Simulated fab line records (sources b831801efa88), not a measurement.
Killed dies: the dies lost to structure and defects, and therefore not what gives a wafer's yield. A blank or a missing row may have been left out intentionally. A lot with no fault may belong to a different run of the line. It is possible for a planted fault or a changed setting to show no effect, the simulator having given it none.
Which tool did it? || flow sky130 || 18 wafers from 6 lots sampled at 4 of the route's 708 steps

## WHAT THE GAUGES SHOWED, per wafer
SKY_VIA1_THK_MEAS_01.
{"lot": "L698", "measured": "day 34 06:38", "on": "filmMetro-04", "VIA1_HDPCVD_THK (nm)": "1041 1055 1045"}
{"lot": "L702", "measured": "day 35 20:47", "on": "filmMetro-04", "VIA1_HDPCVD_THK (nm)": "1032 1016 1018"}
{"lot": "L704", "measured": "day 36 16:13", "on": "filmMetro-04", "VIA1_HDPCVD_THK (nm)": "1043 1035 1042"}
{"lot": "L706", "measured": "day 36 20:19", "on": "filmMetro-02", "VIA1_HDPCVD_THK (nm)": "2057 2048 2083"}
{"lot": "L708", "measured": "day 37 15:46", "on": "filmMetro-02", "VIA1_HDPCVD_THK (nm)": "1030 1038 1016"}
{"lot": "L719", "measured": "day 40 10:16", "on": "filmMetro-03", "VIA1_HDPCVD_THK (nm)": "1037 1031 1041"}

## WHAT TOOL EACH LOT RAN ON (gives the tool, then ch and the chambers of the sampled wafers, and finally the start)
{"lot": "L698", "SKY_METAL1_SPUTTER_02": "pvdSputter-04, day 33 02:01", "SKY_METAL1_ETCH_18": "rieMetal-02 ch 0,1, day 34 05:43", "SKY_VIA1_HDPCVD_00": "hdpcvd-02 ch 0,1,2, day 34 06:31"}
{"lot": "L702", "SKY_METAL1_SPUTTER_02": "pvdSputter-02, day 34 17:52", "SKY_METAL1_ETCH_18": "rieMetal-03 ch 0,1, day 35 19:55", "SKY_VIA1_HDPCVD_00": "hdpcvd-01 ch 0,2, day 35 20:40"}
{"lot": "L704", "SKY_METAL1_SPUTTER_02": "pvdSputter-01, day 35 11:23", "SKY_METAL1_ETCH_18": "rieMetal-02 ch 0,1, day 36 15:21", "SKY_VIA1_HDPCVD_00": "hdpcvd-02 ch 0,1, day 36 16:06"}
{"lot": "L706", "SKY_METAL1_SPUTTER_02": "pvdSputter-04, day 35 15:19", "SKY_METAL1_ETCH_18": "rieMetal-03 ch 0,1, day 36 19:11", "SKY_VIA1_HDPCVD_00": "hdpcvd-01 ch 1,2, day 36 19:56"}
{"lot": "L708", "SKY_METAL1_SPUTTER_02": "pvdSputter-01, day 36 11:40", "SKY_METAL1_ETCH_18": "rieMetal-01 ch 0,1, day 37 14:54", "SKY_VIA1_HDPCVD_00": "hdpcvd-02 ch 0,1,2, day 37 15:41"}
{"lot": "L719", "SKY_METAL1_SPUTTER_02": "pvdSputter-02, day 39 07:34", "SKY_METAL1_ETCH_18": "rieMetal-03 ch 0,1, day 40 09:24", "SKY_VIA1_HDPCVD_00": "hdpcvd-02 ch 0,1,2, day 40 10:11"}
- SKY_METAL1_SPUTTER_02: material AlCu, target thk 250 nm, time 13.3 s.
- SKY_METAL1_ETCH_18: etches BARC in N2/H2, stops on SiO2, time 45.9 s, target depth 60 nm.
- SKY_VIA1_HDPCVD_00: deposits SiO2, target thk 1030 nm, time 171.7 s.

## THE ANSWER, worked out from the rows above alone
Rule: the usual values come from the lots themselves. The widest of any qualifying gaps counts: lots, ordered by their means at a reading, are off when they make up no more than a third of the lots, leave a main group of 4 or more, and stand apart from it by 3 or more times the standard deviation of that group's means. If all means in a main group match to the digits the tables above print for the reading, that group is not used. Also off: a lot with no number at a reading for which 4 or more lots have one. Any other lot the step has rows for is counted as sound.
Off: at SKY_VIA1_THK_MEAS_01 (VIA1_HDPCVD_THK), L706. For the main group the mean is 1035 nm and the standard deviation 8.8.
A tool fits if, at a process step before that reading, it ran every lot that is off, and no sound lot after the first of them. Those tools and the gauges at SKY_VIA1_THK_MEAS_01 are tried in the same way. Undecided on this evidence; 2 tools fit (pvdSputter-04 at SKY_METAL1_SPUTTER_02, hdpcvd-01 at SKY_VIA1_HDPCVD_00).

## WHAT THE SIMULATOR HAD PUT IN
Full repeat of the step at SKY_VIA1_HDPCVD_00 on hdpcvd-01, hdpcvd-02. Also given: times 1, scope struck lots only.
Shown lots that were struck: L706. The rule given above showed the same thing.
